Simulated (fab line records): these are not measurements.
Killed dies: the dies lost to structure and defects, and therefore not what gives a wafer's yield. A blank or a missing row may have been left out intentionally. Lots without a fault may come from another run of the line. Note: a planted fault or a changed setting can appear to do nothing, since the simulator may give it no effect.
Struck lot and sound lot, side by side | flow sky130 | 15 out of 708 route steps
Sound: these wafers, L789.2, L789.5, L789.6. Struck: wafers L798.2, L798.3, L798.5. The cause is named last.
Each step with rows lists, per side, the tool, then ch with its chambers, then its first start. Under that, the readings that differ: sound wafers | struck wafers | difference of the means | sigmas: that difference in standard deviations of wafers without a fault.
alike: readings with means less than 2 such deviations apart, plus words and numbers identical on both sides. not compared: withheld readings, readings lacking a value on some wafer, bounds such as >300 that could conceal the same value, and numbers that have no deviation in the record and whose values overlap.
The two part at a step that has a row with sigmas, a row that says differs or no value, or rows on one side only. Numbers that don't overlap but have no deviation are shown without sigmas and don't part them. Lack of a reading on every wafer of one side parts them only where that side has two or more wafers.

SKY_METAL1_STRIP_20: strips in O2/N2.
  sound on plasma_asher-03 ch 0,1, day 33 02:56; struck on plasma_asher-01 ch 0,1, day 35 23:02
  alike: drypump_motor_current_A, oes_product_au, strip_time_to_endpoint_s
  not compared: rf_hours_counter_h
then, 4 steps without rows for these wafers: SKY_METAL1_STRIP_21 (strips in post etch residue remover, time 1200 s); SKY_METAL1_CLEAN_22 (cleans in IPA, time 180 s); SKY_METAL1_CLEAN_23 (cleans in O3/DIW); SKY_VIA1_HDPCVD_00 (deposits SiO2, target thk 1030 nm, time 171.7 s).
SKY_VIA1_THK_MEAS_01:
  sound: film_metro-02 at day 33 03:42; struck: film_metro-03 at day 35 23:47
  alike: VIA1_HDPCVD_THK
SKY_VIA1_CMP_02: polishes SiO2.
  sound on cmp-01 ch 0,2,3, day 33 03:52; struck on cmp-01 ch 0,1,2, day 35 23:50
  alike: motor_current_A, platen_rpm
SKY_VIA1_BOW_MEAS_03:
  sound: film_metro-04 at day 33 04:05; struck: film_metro-03 at day 36 00:09
  alike: VIA1_BOW
then, 4 steps without rows for these wafers: SKY_VIA1_DEHYDRATE_04 (time 60 s); SKY_VIA1_HMDS_05 (prime time 60 s); SKY_VIA1_COAT_06 (resist thk 60 nm); SKY_VIA1_COAT_07 (resist thk 450 nm).
SKY_VIA1_SOFTBAKE_08: time 90 s.
  sound on litho_track-02 ch 0, day 33 16:00; struck on litho_track-04 ch 0, day 36 13:00
  reading                  | sound                | struck               | difference | sigmas
  heater_power_total_W (W) | 57.45 57.23 57.25    | 59.20 59.42 59.42    | +2.04      | +20
  run_length_s (s)         | 119.03 119.19 119.33 | 110.25 110.54 110.31 | -8.82      | -40
  alike: exhaust_pa
then, 1 step without rows for these wafers: SKY_VIA1_EXPOSE_09 (exposes mask VIM, target cd 150 nm).
-- the record jumps here: 12 days lie between the struck wafers' starts before and after (it left off in module VIA1 and takes up again in module PAD_OPEN, whose first step shown is number 708 of the route) --
SKY_PAD_OPEN_PROBE_99:
  sound: prober-01 at day 46 00:20; struck: prober-01 at day 48 08:11
  alike: defect_limited_yield, killed_at_M0_to_M3, killed_at_M4_up, killed_at_contacts, killed_at_front_end, killed_at_other, killed_dies, killed_open, killed_short, sort_bin_3_pad_short, sort_bin_5_function, sort_bin_6_memory, sort_n_pass, sort_yield_pct

== WHERE THEY PART ==
Only at SKY_VIA1_SOFTBAKE_08, within this record. Later steps at which nothing parts them and some readings are alike: SKY_PAD_OPEN_PROBE_99.

WHY: what the simulator had put in
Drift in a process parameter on litho_track-04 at SKY_VIA1_SOFTBAKE_08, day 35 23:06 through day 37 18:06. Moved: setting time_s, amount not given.
